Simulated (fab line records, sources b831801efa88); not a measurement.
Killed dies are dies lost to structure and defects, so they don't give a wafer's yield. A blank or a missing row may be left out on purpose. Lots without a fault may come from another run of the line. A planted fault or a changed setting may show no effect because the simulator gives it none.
Which tool did it? | flow sky130 | 14 lots, 38 wafers sampled, at 5 steps of a route of 708

WHAT THE GAUGES READ, wafer by wafer
SKY_SD_N_RS_MEAS_16: measures by four-point-probe. Usual: SD_N_RS 68.63 ohm/sq, standard deviation 0.11.
lot  | measured     | on            | SD_N_RS (ohm/sq)  | flag
L148 | day 28 16:05 | film_metro-02 | 68.58 68.53 68.54 |
L149 | day 29 01:22 | film_metro-02 | 68.54 68.45 68.62 |
L150 | day 29 07:10 | film_metro-01 | 68.76 68.74 68.72 |
L151 | day 29 10:05 | film_metro-03 | 68.78 68.72 68.77 |
L152 | day 29 21:32 | film_metro-01 | 68.55 68.62 68.62 |
L154 | day 30 14:16 | film_metro-03 | 68.77 68.62 68.60 |
L153 | day 30 18:10 | film_metro-02 | 68.70 68.78 68.65 |
L155 | day 30 20:12 | film_metro-01 | 68.83 68.64 68.65 |
L157 | day 31 01:22 | film_metro-01 | 68.66 68.58 68.62 |
L158 | day 32 09:35 | film_metro-02 | 68.60 68.64 68.67 |
L161 | day 32 16:59 | film_metro-01 | 68.69             |
L162 | day 32 21:53 | film_metro-03 | 68.66 68.63       |
L163 | day 33 02:53 | film_metro-01 | 68.44 68.57       |
L169 | day 34 20:23 | film_metro-01 | 68.52 68.34 68.62 |

SKY_LI_CONTACT_BOW_MEAS_03. Usual: LI_CONTACT_BOW 53 um, standard deviation 6.7.
lot  | measured     | on            | LI_CONTACT_BOW (um) | flag
L148 | day 28 16:56 | film_metro-03 | 52 56 49            |
L149 | day 29 02:12 | film_metro-03 | 48 45 48            |
L150 | day 29 08:01 | film_metro-01 | 56 59 54            |
L151 | day 29 10:56 | film_metro-02 | 47 46 54            |
L152 | day 29 22:22 | film_metro-02 | 57 50 62            |
L154 | day 30 15:08 | film_metro-03 | 54 56 68            |
L153 | day 30 19:01 | film_metro-01 | 56 56 70            |
L155 | day 30 21:02 | film_metro-02 | 53 51 50            |
L157 | day 31 02:16 | film_metro-02 | 62 51 50            |
L158 | day 32 10:26 | film_metro-02 | 52 47 49            |
L161 | day 32 17:49 | film_metro-02 | 57                  |
L162 | day 32 22:43 | film_metro-01 | 53 63               |
L163 | day 33 03:44 | film_metro-02 | 66 54               |
L169 | day 34 21:14 | film_metro-03 | 54 65 64            |

SKY_CONTACT_CD_MEAS_14: target cd 170 nm. Usual: cd_nm 170.0 nm, standard deviation 1.5.
lot  | measured     | on        | cd_nm (nm)              | flag
L148 | day 32 06:46 | cd_sem-02 | 171.4 171.9 172.2       |
L149 | day 32 17:33 | cd_sem-02 | 169.5 168.8 169.3       |
L150 | day 32 21:56 | cd_sem-02 | 170.3 171.2 170.3       |
L151 | day 33 01:09 | cd_sem-02 | 168.8 167.9 168.5       |
L152 | day 33 11:49 | cd_sem-01 | 168.7 169.1 167.4       |
L154 | day 34 02:58 | cd_sem-02 | 169.7 168.0 169.8       |
L153 | day 34 07:49 | cd_sem-01 | 172.7 171.2 170.5       |
L155 | day 34 08:46 | cd_sem-02 | 171.1 171.8 171.4       |
L157 | day 34 14:46 | cd_sem-01 | 170.4 170.7 169.6       |
L158 | day 35 21:25 | cd_sem-01 | 168.2 167.4 167.1       |
L161 | day 36 04:55 | cd_sem-01 | 111.6 111.6             | OFF
L162 | day 36 09:05 | cd_sem-02 | 109.4 170.0 109.4 169.8 | OFF
L163 | day 36 15:08 | cd_sem-01 | 109.6 169.0 109.5 168.8 | OFF
L169 | day 38 04:54 | cd_sem-01 | 169.9 170.4 170.0       |

SKY_METAL1_THK_MEAS_06: measures by xrf. Usual: METAL1_ALCU_THK 255 nm, standard deviation 3.2.
lot  | measured     | on            | METAL1_ALCU_THK (nm) | flag
L148 | day 32 08:33 | film_metro-02 | 255 257 255          |
L149 | day 32 19:19 | film_metro-04 | 249 253 250          |
L150 | day 32 23:46 | film_metro-03 | 257 252 255          |
L151 | day 33 02:56 | film_metro-04 | 249 250 247          |
L152 | day 33 13:35 | film_metro-04 | 246 250 250          |
L154 | day 34 04:47 | film_metro-02 | 259 255 260          |
L153 | day 34 09:38 | film_metro-04 | 259 256 257          |
L155 | day 34 10:34 | film_metro-04 | 257 259 261          |
L157 | day 34 16:37 | film_metro-03 | 255 253 259          |
L158 | day 35 23:13 | film_metro-04 | 254 256 255          |
L162 | day 36 13:53 | film_metro-04 | 258                  |
L163 | day 37 06:29 | film_metro-04 | 254                  |
L169 | day 38 06:43 | film_metro-02 | 255 252 253          |

WHICH TOOL RAN EACH LOT (tool, then ch and the chambers of the sampled wafers, then the start)
lot  | SKY_CONTACT_EXPOSE_11
L148 | krf_scanner-01 ch 0, day 31 17:58
L149 | krf_scanner-02 ch 0, day 32 03:58
L150 | krf_scanner-01 ch 0, day 32 08:33
L151 | krf_scanner-02 ch 0, day 32 12:00
L152 | krf_scanner-02 ch 0, day 32 23:05
L154 | krf_scanner-01 ch 0, day 33 13:56
L153 | krf_scanner-01 ch 0, day 33 18:21
L155 | krf_scanner-01 ch 0, day 33 19:31
L157 | krf_scanner-02 ch 0, day 34 01:32
L158 | krf_scanner-01 ch 0, day 35 08:56
L161 | krf_scanner-02 ch 0, day 35 15:40
L162 | krf_scanner-02 ch 0, day 35 20:05
L163 | krf_scanner-02 ch 0, day 36 01:43
L169 | krf_scanner-01 ch 0, day 37 18:01
- SKY_CONTACT_EXPOSE_11: exposes mask CTM1, target cd 170 nm.

WHAT THE TOOLS THEMSELVES READ (means of the sampled wafers that have a number; where no wafer has one, the mark that the record gives instead)
The record holds no such reading with a usual standard deviation.

THE ANSWER, worked out from the rows above alone
Rule: a lot is off if the mean of its wafers that have a number lies more than 3 standard deviations from the usual mean. A lot without any number at a reading at which 4 lots or more have one is off too. The other lots that the step has rows for count as sound. The gauges are gone through in route order, then the tools' own readings, and for those a lot's mean is taken as printed above. The first step at which some lot is off is used, and at that step the reading that is off furthest; a lot without a number counts as furthest.
Off: L161, L162, L163, at SKY_CONTACT_CD_MEAS_14 (cd_nm).
A tool fits if, at a process step before that reading, it ran every lot that is off, and no sound lot after the first of them. The gauges at SKY_CONTACT_CD_MEAS_14 are tried like those tools. One fits: krf_scanner-02 at SKY_CONTACT_EXPOSE_11. Its last sound lot is L157 (day 34 01:32), its first lot that is off L161 (day 35 15:40): a fault that began between those two fits.

WHAT THE SIMULATOR HAD PUT IN
Process parameter drift: krf_scanner-02, from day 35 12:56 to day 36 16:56, at SKY_CONTACT_EXPOSE_11. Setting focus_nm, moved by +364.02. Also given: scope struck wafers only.
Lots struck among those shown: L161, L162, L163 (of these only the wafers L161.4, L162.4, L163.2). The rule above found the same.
